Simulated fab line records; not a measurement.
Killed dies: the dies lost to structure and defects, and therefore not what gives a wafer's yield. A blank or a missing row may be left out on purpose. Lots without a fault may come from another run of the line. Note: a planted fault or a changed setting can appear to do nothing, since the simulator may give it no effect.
Problem report, 8D (eight disciplines) form, completed by code    flow sky130    the parts of the form that need people (team, actions taken, sign-off) are left out

## 1. WHAT IS WRONG
CAP2M_CVD_00_THK at SKY_CAP2M_THK_MEAS_01 reads a mean of 20.77 nm on 1 wafer of 1 lot; wafers without a fault read 15.49 nm with a standard deviation of 0.24. Measured from the usual mean, that is +22 standard deviations.
The first sign was on wafer L874.3 at day 42 10:38, on film_metro-01. At this step, 33 wafers from 11 lots have a number in the record. Rule for "out", or "out of limits": more than 4 standard deviations from the usual mean. Any other wafer with a number is counted as sound.

## 2. WHAT THIS IS AND IS NOT
question                     is                 is not
which readings at this step  CAP2M_CVD_00_THK   -
which lots                   L874               L866, L867, L868, L870, L872, L873, L884, L885, L886, L889
which wafers of those lots   L874.3             L874.4, L874.5
read on which gauges         film_metro-01      film_metro-02, film_metro-04
when                         from day 42 10:38  up to then (20 sound wafers); but 12 sound wafers of L884, L885, L886, L889 came after

## 3. THE SUSPECTS, EACH WITH WHAT RULES IT OUT
Counting: a tool at a process step up to the reading stays a suspect if it ran every lot that is out. Sound lots after the first of them don't rule it out here, since some wafers of a struck lot are sound.
- the gauge at SKY_CAP2M_THK_MEAS_01 has been ruled out. All the wafers that are out were read on film_metro-01, but those of them that SKY_METAL4_ETCH_17 has rows for are out there too, on other tools.
- rie_metal-04 at SKY_METAL3_DESCUM_15 (chemistry O2, time 8 s): kept. The lot that is out, L874, ran on it at day 41 07:17; the last sound lot it ran before that was L873, at day 40 20:05.
- pecvd-01 at SKY_CAP2M_CVD_00 (deposits SiO2, target thk 15.5 nm): kept. The lot that is out, L874, ran on it at day 42 10:35; the last sound lot it ran before that was L870, at day 41 06:23.
- At SKY_METAL3_DESCUM_15 on rie_metal-04, chamber 1 took the sound wafers of the same lots and chamber 0 took the wafers that are out.
- Within pecvd-01 at SKY_CAP2M_CVD_00: the wafers that are out ran in chamber 0; their sound lot-mates ran in chambers 1, 2.
Left after counting: rie_metal-04 at SKY_METAL3_DESCUM_15, pecvd-01 at SKY_CAP2M_CVD_00.

## 4. THE CAUSE (what the simulator had put in)
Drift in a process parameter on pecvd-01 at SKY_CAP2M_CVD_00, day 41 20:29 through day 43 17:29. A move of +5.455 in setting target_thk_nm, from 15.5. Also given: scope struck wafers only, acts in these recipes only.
This tool is one of the 2 suspects left after counting.

## 5. SEQUENCE OF EFFECTS, ordered by route
Each row: a reading whose mean over the struck wafers that have a number lies more than 3 standard deviations from the usual. Scope: only readings with a usual standard deviation given in the record; hours: median across lots of the time from each lot's start at the first step in this table that gives one to its start at this step; sigmas: change in usual standard deviations.
hours  step                   reading           usual       on struck wafers  change  sigmas
0      SKY_CAP2M_THK_MEAS_01  CAP2M_CVD_00_THK  15.49 nm    20.77             +5.28   +22
46     SKY_METAL4_ETCH_17     oes_product_au    0.754 a.u.  0.882             +0.128  +17
Here are the process steps it includes:
- SKY_METAL4_ETCH_17: etches SiO2 in C4F8/O2/Ar, stops on TiN, time 3.9 s, target depth 15 nm.
At these later measuring or inspecting steps, every struck wafer for which the step has a row has a number for every such reading, and none has moved that far: SKY_CAP2M_OVL_MEAS_12.

## 6. HOW IT WOULD HAVE BEEN CAUGHT EARLIER
14 hours passed between the start of the fault at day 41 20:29 and the first reading out of limits at a measuring or inspecting step in this record, taken at day 42 10:38.
No tool reading at SKY_CAP2M_CVD_00 that has a usual standard deviation in the record was out on any struck wafer, so an alarm limit of 4 standard deviations on those readings would not have fired.
All the lots that are out (1) had begun SKY_CAP2M_CVD_00 on pecvd-01 by day 42 10:38. None of them would have been spared by holding the tool at that moment.
